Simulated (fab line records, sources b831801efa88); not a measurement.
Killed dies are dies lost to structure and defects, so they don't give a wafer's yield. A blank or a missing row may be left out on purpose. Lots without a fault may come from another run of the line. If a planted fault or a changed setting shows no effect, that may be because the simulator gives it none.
Chamber matching | flow gf180mcu | GF_PASSIVATION_CVD_02 on pecvd-02: 3 sister chambers
The step deposits Si3N4, target thk 700 nm, time 486.18 s. 22 wafers are shown with their chamber, then 11 later ones without.

== EACH WAFER AND ITS CHAMBER ==
wafer  | chamber | heater power w (W) | susceptor temp C (C)
L077.1 | 0       | 702                | 399.93
L077.3 | 1       | 736                | 399.43
L077.6 | 1       | 615                | 399.62
L086.1 | 0       | 799                | 400.18
L086.5 | 2       | 755                | 400.07
L086.6 | 0       | 835                | 400.04
L087.1 | 2       | 766                | 400.01
L087.5 | 2       | 641                | 399.92
L087.6 | 1       | 625                | 400.11
L088.1 | 0       | 838                | 399.89
L088.2 | 2       | 770                | 400.05
L088.6 | 2       | 601                | 400.27
L089.1 | 2       | 765                | 399.96
L089.2 | 1       | 738                | 400.20
L089.3 | 0       | 863                | 400.19
L089.4 | 2       | 613                | 399.82
L089.5 | 1       | 763                | 400.06
L089.6 | 0       | 692                | 400.07
L092.2 | 0       | 855                | 400.36
L092.3 | 1       | 756                | 400.19
L092.4 | 1       | 629                | 399.93
L093.1 | 1       | 696                | 399.88

SIGNATURES (means of the wafers above)
reading          | chamber 0 | chamber 1 | chamber 2 | scatter within a chamber
heater power w   | 797.71    | 694.75    | 701.57    | 71
susceptor temp C | 400.0943  | 399.9275  | 400.0143  | 0.207
Rule: a wafer lies at a distance from a chamber equal to the root of the sum of squares, over the readings, of (its reading less the chamber's mean, divided by the reading's scatter). The wafer belongs to the nearest chamber; if the next one is less than 2 further off, it can't be placed. How the scatter is found: for the shown wafers, subtract from each reading the mean of its chamber, square and add these, divide the total by (wafers less chambers), then take the root.

== WAFERS WHOSE CHAMBER IS MISSING ==
wafer  | heater power w (W) | susceptor temp C (C)
L093.2 | 752                | 399.87
L093.3 | 639                | 400.08
L093.4 | 749                | 400.20
L093.5 | 668                | 399.98
L093.6 | 787                | 400.06
L097.2 | 804                | 399.98
L097.3 | 702                | 399.97
L097.6 | 844                | 399.59
L096.3 | 784                | 400.39
L096.4 | 626                | 400.26
L096.5 | 850                | 399.91

== WHICH CHAMBER EACH WENT THROUGH ==
wafer  | from the rows above          | in truth
L093.2 | can't be placed: 1 or 2 or 0 | 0
L093.3 | can't be placed: 2 or 1 or 0 | 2
L093.4 | can't be placed: 0 or 2 or 1 | 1
L093.5 | can't be placed: 1 or 2 or 0 | 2
L093.6 | can't be placed: 0 or 2 or 1 | 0
L097.2 | can't be placed: 0 or 2 or 1 | 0
L097.3 | can't be placed: 2 or 1 or 0 | 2
L097.6 | can't be placed: 0 or 1 or 2 | 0
L096.3 | can't be placed: 0 or 2 or 1 | 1
L096.4 | can't be placed: 2 or 1 or 0 | 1
L096.5 | can't be placed: 0 or 2 or 1 | 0
Correctly placed: 0 of 11. Unplaceable from these rows: 11, with the true chamber sitting among the candidates in 11. Wrongly placed: 0.
